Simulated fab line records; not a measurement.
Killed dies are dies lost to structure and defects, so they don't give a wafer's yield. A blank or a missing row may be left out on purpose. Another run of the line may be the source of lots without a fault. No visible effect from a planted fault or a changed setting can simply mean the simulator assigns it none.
What tool caused it? | flow gf180mcu | 24 lots, 72 wafers sampled, at 3 steps of a route of 602

== WHAT THE GAUGES READ, wafer by wafer ==
GF_POLY_GATE_THK_MEAS_17. Usual: POLY_GATE_OXIDATION_THK gives 4.03 nm (standard deviation 0.079).
lot  | measured     | on            | POLY_GATE_OXIDATION_THK (nm) | flag
L074 | day 9 06:26  | film-metro-03 | 4.10 4.09 4.10               |
L075 | day 9 11:22  | film-metro-02 | 4.00 4.08 4.07               |
L076 | day 9 15:59  | film-metro-01 | 3.88 3.91 3.91               |
L077 | day 10 01:16 | film-metro-01 | 3.93 3.93 3.87               |
L078 | day 10 07:47 | film-metro-03 | 3.98 3.94 4.02               |
L079 | day 10 11:34 | film-metro-01 | 3.94 4.00 3.97               |
L080 | day 11 00:05 | film-metro-02 | 3.98 3.98 4.02               |
L081 | day 11 18:40 | film-metro-03 | 3.94 3.89 3.86               |
L082 | day 11 18:40 | film-metro-01 | 4.08 4.05 4.00               |
L083 | day 12 03:24 | film-metro-02 | 4.09 4.06 4.07               |
L084 | day 12 21:24 | film-metro-03 | 4.04 3.96 3.92               |
L085 | day 13 07:17 | film-metro-02 | 4.18 4.13 4.16               |
L086 | day 13 15:18 | film-metro-02 | 3.92 3.96 3.96               |
L087 | day 13 16:14 | film-metro-02 | 3.97 4.04 4.05               |
L088 | day 13 17:56 | film-metro-01 | 4.10 4.13 4.07               |
L090 | day 14 01:27 | film-metro-02 | 3.96 4.07 4.05               |
L089 | day 14 01:28 | film-metro-01 | 4.15 4.00 4.03               |
L091 | day 14 09:36 | film-metro-03 | 4.01 3.98 4.01               |
L092 | day 14 12:13 | film-metro-01 | 4.07 4.03 4.10               |
L093 | day 14 21:53 | film-metro-02 | 4.09 4.10 4.06               |
L094 | day 15 03:32 | film-metro-01 | 4.05 4.08 4.00               |
L095 | day 15 11:14 | film-metro-02 | 4.13 4.19 4.18               |
L096 | day 15 17:15 | film-metro-03 | 4.03 3.98 3.97               |
L097 | day 16 01:28 | film-metro-03 | 4.12 4.09 4.06               |

GF_CONTACT_OVL_MEAS_15. Usual: CONTACT_OVL gives -1 nm (standard deviation 6.5).
lot  | measured     | on         | CONTACT_OVL (nm) | flag
L074 | day 15 20:42 | overlay-01 | 4 5 0            |
L075 | day 16 05:45 | overlay-02 | -1 -2 -5         |
L076 | day 16 12:33 | overlay-02 | 4 -2 2           |
L077 | day 17 00:39 | overlay-01 | -16 -13 -10      |
L078 | day 17 05:28 | overlay-02 | 5 -2 10          |
L079 | day 17 12:39 | overlay-01 | -15 -12 -15      |
L080 | day 18 03:32 | overlay-02 | -7 -2 1          |
L081 | day 19 02:44 | overlay-02 | -3 -3 3          |
L082 | day 19 04:00 | overlay-02 | -10 1 -2         |
L083 | day 19 17:36 | overlay-02 | -8 0 -13         |
L084 | day 20 16:30 | overlay-02 | 4 5 1            |
L085 | day 21 02:56 | overlay-02 | 0 -1 -1          |
L086 | day 21 15:54 | overlay-01 | 7 7 5            |
L087 | day 21 15:59 | overlay-02 | -6 0 -6          |
L088 | day 21 17:48 | overlay-01 | 3 6 0            |
L090 | day 21 22:23 | overlay-02 | -2 -11 0         |
L089 | day 22 00:00 | overlay-02 | -8 2 -6          |
L091 | day 22 07:46 | overlay-02 | -10 7 1          |
L092 | day 22 21:41 | overlay-02 | 1 -1 -2          |
L093 | day 22 22:21 | overlay-02 | 3 8 0            |
L094 | day 23 04:50 | overlay-02 | -9 -2 -8         |
L095 | day 23 13:27 | overlay-02 | -4 -5 0          |
L096 | day 23 19:41 | overlay-01 | 4 4 7            |
L097 | day 24 04:14 | overlay-01 | -2 -1 5          |

== EACH LOT AND THE TOOL THAT RAN IT (in order: tool; ch and the chambers of the sampled wafers; start) ==
lot  | GF_HV_LDD_STRIP_49
L074 | plasma-asher-04 ch 0,1, day 12 06:31
L075 | plasma-asher-03 ch 0,1, day 12 13:29
L076 | plasma-asher-04 ch 0,1, day 12 18:11
L077 | plasma-asher-01 ch 0,1, day 13 05:02
L078 | plasma-asher-03 ch 0,1, day 13 10:30
L079 | plasma-asher-01 ch 0,1, day 13 16:25
L080 | plasma-asher-03 ch 0,1, day 14 05:49
L081 | plasma-asher-03 ch 0,1, day 15 02:49
L082 | plasma-asher-04 ch 1, day 15 03:05
L083 | plasma-asher-01 ch 0,1, day 15 14:14
L084 | plasma-asher-03 ch 0,1, day 16 11:35
L085 | plasma-asher-03 ch 0,1, day 16 22:18
L086 | plasma-asher-04 ch 0,1, day 17 05:13
L087 | plasma-asher-03 ch 0,1, day 17 08:16
L088 | plasma-asher-01 ch 0,1, day 17 10:31
L090 | plasma-asher-01 ch 0,1, day 17 17:26
L089 | plasma-asher-03 ch 0,1, day 17 19:17
L091 | plasma-asher-03 ch 0,1, day 18 03:24
L092 | plasma-asher-01 ch 0,1, day 18 06:25
L093 | plasma-asher-03 ch 0,1, day 18 17:11
L094 | plasma-asher-01 ch 0,1, day 19 00:19
L095 | plasma-asher-01 ch 1, day 19 08:11
L096 | plasma-asher-03 ch 0,1, day 19 15:32
L097 | plasma-asher-01 ch 0,1, day 19 23:51
- GF_HV_LDD_STRIP_49: strips in O2/N2.

== AS READ BY THE TOOLS THEMSELVES (means over the sampled wafers that have a number; for cases with no such wafer, the mark the record gives instead) ==
GF_HV_LDD_STRIP_49. Usual: drypump-motor-current-A 5.43 A, standard deviation 0.18; heater-power-w 329 W, standard deviation 48; oes-product-au 0.715 a.u., standard deviation 0.0045; platen-temp-c 249.99 C, standard deviation 0.18; strip-time-to-endpoint-s 12.63 s, standard deviation 0.032.
lot  | tool            | drypump-motor-current-A (A) | heater-power-w (W) | oes-product-au (a.u.) | platen-temp-c (C) | strip-time-to-endpoint-s (s) | flag
L074 | plasma-asher-04 | 5.24                        | 319                | 0.721                 | 250.13            | 12.62                        |
L075 | plasma-asher-03 | 5.33                        | 327                | 0.714                 | 250.12            | 12.63                        |
L076 | plasma-asher-04 | 5.43                        | 354                | 0.714                 | 250.01            | 12.63                        |
L077 | plasma-asher-01 | 5.62                        | 360                | 0.709                 | 249.92            | 12.62                        |
L078 | plasma-asher-03 | 5.34                        | 306                | 0.711                 | 249.96            | 12.62                        |
L079 | plasma-asher-01 | 5.63                        | 364                | 0.715                 | 249.71            | 12.61                        |
L080 | plasma-asher-03 | 5.32                        | 310                | 0.718                 | 249.90            | 12.59                        |
L081 | plasma-asher-03 | 5.32                        | 305                | 0.718                 | 249.95            | 12.67                        |
L082 | plasma-asher-04 | 5.60                        | 388                | 0.716                 | 249.92            | 12.67                        |
L083 | plasma-asher-01 | 5.62                        | 364                | 0.713                 | 249.98            | 12.60                        |
L084 | plasma-asher-03 | 5.35                        | 308                | 0.713                 | 249.80            | 12.63                        |
L085 | plasma-asher-03 | 5.32                        | 304                | 0.717                 | 250.08            | 12.67                        |
L086 | plasma-asher-04 | 5.24                        | 325                | 0.714                 | 249.92            | 12.61                        |
L087 | plasma-asher-03 | 5.30                        | 322                | 0.712                 | 250.14            | 12.59                        |
L088 | plasma-asher-01 | 5.59                        | 322                | 0.711                 | 249.99            | 12.60                        |
L090 | plasma-asher-01 | 5.62                        | 363                | 0.713                 | 249.92            | 12.67                        |
L089 | plasma-asher-03 | 5.29                        | 327                | 0.713                 | 249.98            | 12.65                        |
L091 | plasma-asher-03 | 5.31                        | 326                | 0.711                 | 250.15            | 12.64                        |
L092 | plasma-asher-01 | 5.64                        | 362                | 0.716                 | 249.92            | 12.65                        |
L093 | plasma-asher-03 | 5.33                        | 310                | 0.716                 | 250.06            | 12.67                        |
L094 | plasma-asher-01 | 5.63                        | 360                | 0.715                 | 250.04            | 12.61                        |
L095 | plasma-asher-01 | 5.55                        | 282                | 0.718                 | 249.85            | 12.58                        |
L096 | plasma-asher-03 | 5.32                        | 324                | 0.721                 | 250.20            | 12.64                        |
L097 | plasma-asher-01 | 5.62                        | 358                | 0.717                 | 250.13            | 12.67                        |

== THE ANSWER, worked out from the rows above alone ==
Rule: take the mean of a lot's wafers that have a number; if it is more than 3 standard deviations from the usual mean, the lot is off. Also off: a lot with no number at a reading for which 4 or more lots have one. Any other lot the step has rows for is counted as sound. Order of review: gauges by route order, followed by the tools' own readings, for which a lot's mean as printed above is used. At the first step where some lot is off, the reading lying furthest off is the one used; lots without a number count as furthest.
Nothing can be told from this: no lot is off at any reading shown.

== WHAT THE SIMULATOR PUT IN ==
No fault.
